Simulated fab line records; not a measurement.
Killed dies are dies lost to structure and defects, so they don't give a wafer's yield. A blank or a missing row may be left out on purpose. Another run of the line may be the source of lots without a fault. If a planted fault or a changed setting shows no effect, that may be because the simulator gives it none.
A lot that was struck, set against a sound lot | flow sky130 | 15 steps out of a route of 708
Sound: wafers L933.3, L933.4, L933.6. Wafers L948.1, L948.4, L948.5 were the ones struck. Last of all comes the cause.
For every step that has rows: the tool of each side, followed by ch and its chambers, followed by its first start. Under that, the readings that differ: sound wafers | struck wafers | difference of the means | sigmas: that difference in standard deviations of wafers without a fault.
alike: words and numbers the same on both sides, and readings whose means are apart by under 2 such deviations; not compared: readings that were withheld, readings missing a value for some wafer, numbers with overlapping values and no deviation given by the record, and bounds like >300 which may hide the same value.
A row with sigmas, a row that says differs or no value, or rows on one side alone: a step with any of these is where the two part. When numbers do not overlap yet have no deviation, they are printed without sigmas and do not part them. Lack of a reading on every wafer of one side parts them only where that side has two or more wafers.

first, 1 step without rows for these wafers: SKY_LDD_LDN_DEVELOP_06 (develop time 60 s).
SKY_LDD_LDN_OVL_MEAS_07:
  sound on overlay-02 at day 23 15:02; struck on overlay-02 at day 29 16:21
  alike: LDD_LDN_OVL
then, 4 steps without rows for these wafers: SKY_LDD_LDN_IMPLANT_08; SKY_LDD_LDN_IMPLANT_09; SKY_LDD_LDN_IMPLANT_10; SKY_LDD_LDN_IMPLANT_11.
SKY_LDD_LDN_STRIP_12: strips in O2/N2.
  sound on plasma_asher-04 ch 0,1, day 23 15:41; struck on plasma_asher-01 ch 0,1, day 29 16:59
  alike: drypump_motor_current_A, oes_product_au, strip_time_to_endpoint_s
  not compared: rf_hours_counter_h
SKY_LDD_LDN_TW_MEAS_13:
  sound on film_metro-01 at day 23 15:47; struck on film_metro-03 at day 29 17:05
  reading    | sound          | struck         | difference | sigmas
  LDD_LDN_TW | 1463 1461 1471 | 1489 1487 1492 | +24        | +3
then, 2 steps without rows for these wafers: SKY_LDD_LDN_CLEAN_14 (cleans in SC1/SC2, time 150 s); SKY_SPACER_CVD_00 (deposits Si3N4 from DCS/NH3, target thk 43.1 nm, time 740 s).
SKY_SPACER_THK_MEAS_01:
  sound on film_metro-04 at day 23 17:05; struck on film_metro-01 at day 29 18:24
  alike: SPACER_CVD_00_THK
SKY_SPACER_ETCHBACK_02: etches Si3N4 in CH3F/O2, stops on SiO2, time 46.7 s, target depth 45 nm.
  sound on rie_diel-02 ch 0,3, day 23 17:08; struck on rie_diel-02 ch 0,3, day 29 18:28
  alike: drypump_motor_current_A, oes_product_au, throttle_valve_pct
  not compared: rf_hours_counter_h
SKY_POLY_CUT_DEHYDRATE_00: time 60 s.
  sound on litho_track-04 ch 0, day 24 07:44; struck on litho_track-04 ch 0, day 30 07:20
  reading                  | sound                | struck               | difference | sigmas
  heater_power_total_W (W) | 160.64 160.30 160.22 | 155.66 155.47 155.52 | -4.84      | -40
  plate_temp_C (C)         | 200.29 200.37 199.99 | 195.06 195.12 194.96 | -5.17      | -30
then, 1 step without rows for these wafers: SKY_POLY_CUT_HMDS_01 (prime time 60 s).
-- the record jumps here: 20 days lie between the struck wafers' starts before and after (it left off in module POLY_CUT and takes up again in module PAD_OPEN, whose first step shown is number 708 of the route) --
SKY_PAD_OPEN_PROBE_99:
  sound on prober-01 at day 46 09:59; struck on prober-02 at day 50 07:35
  reading         | sound  | struck | difference | sigmas
  killed_at_M4_up | 10 6 4 | 3 0 0  | -6         | -3
  alike: killed_at_M0_to_M3, killed_at_contacts, killed_at_front_end, killed_at_other, killed_dies, killed_open, killed_short

== WHERE THEY PART ==
Earliest at SKY_LDD_LDN_TW_MEAS_13; latest, in this record, at SKY_PAD_OPEN_PROBE_99.

WHY: whatever the simulator had introduced
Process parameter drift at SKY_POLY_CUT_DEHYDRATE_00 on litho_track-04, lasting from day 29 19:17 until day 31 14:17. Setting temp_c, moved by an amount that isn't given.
